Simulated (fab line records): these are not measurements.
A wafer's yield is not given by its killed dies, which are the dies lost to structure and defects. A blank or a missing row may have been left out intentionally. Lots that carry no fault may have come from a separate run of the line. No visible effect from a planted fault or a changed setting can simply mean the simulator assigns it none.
Tool commonality check :: flow sky130 :: 39 wafers sampled across 13 lots

== WHY IT WAS OPENED ==
At SKY_VT_ADJUST_NCORE_TW_MEAS_11 the reading VT_ADJUST_NCORE_TW is flagged on 2 of 13 lots. Wafers without a fault read 219.4, standard deviation 1.8.
Rule: flag the lot when none of its wafers has a number, or when each of its wafers that has one lies beyond 4 standard deviations from that mean. The rest of the lots are taken to be sound.

lot: L604
measured: day 8 12:58
on: film metro-01
VT_ADJUST_NCORE_TW, wafer by wafer: 219.9 221.3 221.5
flag: 

lot: L605
measured: day 8 21:04
on: film metro-02
VT_ADJUST_NCORE_TW, wafer by wafer: 221.5 221.9 220.4
flag: 

lot: L606
measured: day 9 04:55
on: film metro-01
VT_ADJUST_NCORE_TW, wafer by wafer: 220.0 221.1 221.5
flag: 

lot: L607
measured: day 9 12:14
on: film metro-01
VT_ADJUST_NCORE_TW, wafer by wafer: 220.7 220.1 219.1
flag: 

lot: L609
measured: day 10 01:20
on: film metro-02
VT_ADJUST_NCORE_TW, wafer by wafer: 219.0 219.5 220.0
flag: 

lot: L610
measured: day 10 08:25
on: film metro-02
VT_ADJUST_NCORE_TW, wafer by wafer: 219.7 220.0 219.2
flag: 

lot: L611
measured: day 10 15:38
on: film metro-04
VT_ADJUST_NCORE_TW, wafer by wafer: 217.3 218.8 217.4
flag: 

lot: L613
measured: day 11 01:59
on: film metro-01
VT_ADJUST_NCORE_TW, wafer by wafer: 221.6 221.3 220.4
flag: 

lot: L615
measured: day 11 18:14
on: film metro-02
VT_ADJUST_NCORE_TW, wafer by wafer: 218.7 217.7 218.5
flag: 

lot: L616
measured: day 12 00:17
on: film metro-01
VT_ADJUST_NCORE_TW, wafer by wafer: 220.8 220.8 221.1
flag: 

lot: L621
measured: day 13 14:31
on: film metro-02
VT_ADJUST_NCORE_TW, wafer by wafer: 217.1 218.9 218.3
flag: 

lot: L625
measured: day 14 13:09
on: film metro-01
VT_ADJUST_NCORE_TW, wafer by wafer: 238.3 236.2 237.2
flag: FLAGGED

lot: L626
measured: day 15 00:39
on: film metro-04
VT_ADJUST_NCORE_TW, wafer by wafer: 235.9 235.6 235.4
flag: FLAGGED
The mean of the flagged lots' numbers is 236.4, +17.0 from the usual (+9 standard deviations).

== WHICH TOOL RAN EACH LOT ==
The record keeps 1 process step preceding the reading, out of 708 steps on the route. In each cell: the tool, then ch and the chambers that the sampled wafers went through, then the start.
lot: L604
flag: 
SKY_VT_ADJUST_NCORE_IMPLANT_09: implanter-02 ch 0, day 8 12:43

lot: L605
flag: 
SKY_VT_ADJUST_NCORE_IMPLANT_09: implanter-03 ch 0, day 8 20:50

lot: L606
flag: 
SKY_VT_ADJUST_NCORE_IMPLANT_09: implanter-02 ch 0, day 9 04:40

lot: L607
flag: 
SKY_VT_ADJUST_NCORE_IMPLANT_09: implanter-02 ch 0, day 9 11:59

lot: L609
flag: 
SKY_VT_ADJUST_NCORE_IMPLANT_09: implanter-02 ch 0, day 10 01:05

lot: L610
flag: 
SKY_VT_ADJUST_NCORE_IMPLANT_09: implanter-02 ch 0, day 10 08:10

lot: L611
flag: 
SKY_VT_ADJUST_NCORE_IMPLANT_09: implanter-02 ch 0, day 10 15:23

lot: L613
flag: 
SKY_VT_ADJUST_NCORE_IMPLANT_09: implanter-03 ch 0, day 11 01:44

lot: L615
flag: 
SKY_VT_ADJUST_NCORE_IMPLANT_09: implanter-03 ch 0, day 11 17:59

lot: L616
flag: 
SKY_VT_ADJUST_NCORE_IMPLANT_09: implanter-02 ch 0, day 12 00:03

lot: L621
flag: 
SKY_VT_ADJUST_NCORE_IMPLANT_09: implanter-04 ch 0, day 13 14:18

lot: L625
flag: FLAGGED
SKY_VT_ADJUST_NCORE_IMPLANT_09: implanter-03 ch 0, day 14 12:55

lot: L626
flag: FLAGGED
SKY_VT_ADJUST_NCORE_IMPLANT_09: implanter-03 ch 0, day 15 00:26
What is done by these steps:
- SKY_VT_ADJUST_NCORE_IMPLANT_09
- SKY_VT_ADJUST_NCORE_TW_MEAS_11

== FLAGGED AGAINST TOTAL, ONE TOOL AT A TIME (gauges that did the reading follow at the end) ==
step: SKY_VT_ADJUST_NCORE_IMPLANT_09
tool: implanter-02
lots run: 7
flagged: 0
share of the flagged lots: none
sound lots run after its first flagged lot: -

step: SKY_VT_ADJUST_NCORE_IMPLANT_09
tool: implanter-03
lots run: 5
flagged: 2
share of the flagged lots: all
sound lots run after its first flagged lot: 0

step: SKY_VT_ADJUST_NCORE_IMPLANT_09
tool: implanter-04
lots run: 1
flagged: 0
share of the flagged lots: none
sound lots run after its first flagged lot: -

step: SKY_VT_ADJUST_NCORE_TW_MEAS_11
tool: film metro-01
lots run: 6
flagged: 1
share of the flagged lots: some
sound lots run after its first flagged lot: 0

step: SKY_VT_ADJUST_NCORE_TW_MEAS_11
tool: film metro-02
lots run: 5
flagged: 0
share of the flagged lots: none
sound lots run after its first flagged lot: -

step: SKY_VT_ADJUST_NCORE_TW_MEAS_11
tool: film metro-04
lots run: 2
flagged: 1
share of the flagged lots: some
sound lots run after its first flagged lot: 0

== THE TABLE: WHAT IT ALLOWS ==
Rows of the table that ran each flagged lot: 1, that is implanter-03 at SKY_VT_ADJUST_NCORE_IMPLANT_09.
- implanter-03 at SKY_VT_ADJUST_NCORE_IMPLANT_09 ran 5 lots, 2 of them flagged. A fault beginning between L615 (day 11 17:59), its last sound lot, and L625 (day 14 12:55), its first flagged one, fits the data. Its own readings lie more than 4 standard deviations out on every wafer of the flagged lots: beam energy keV.
What remains is a single tool, implanter-03 at SKY_VT_ADJUST_NCORE_IMPLANT_09.

== WHAT THE SIMULATOR HAD INSERTED ==
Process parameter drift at SKY_VT_ADJUST_NCORE_IMPLANT_09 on implanter-03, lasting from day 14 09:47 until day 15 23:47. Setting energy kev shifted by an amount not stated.
Struck lots among those shown: L625, L626. The rule given above showed the same thing.
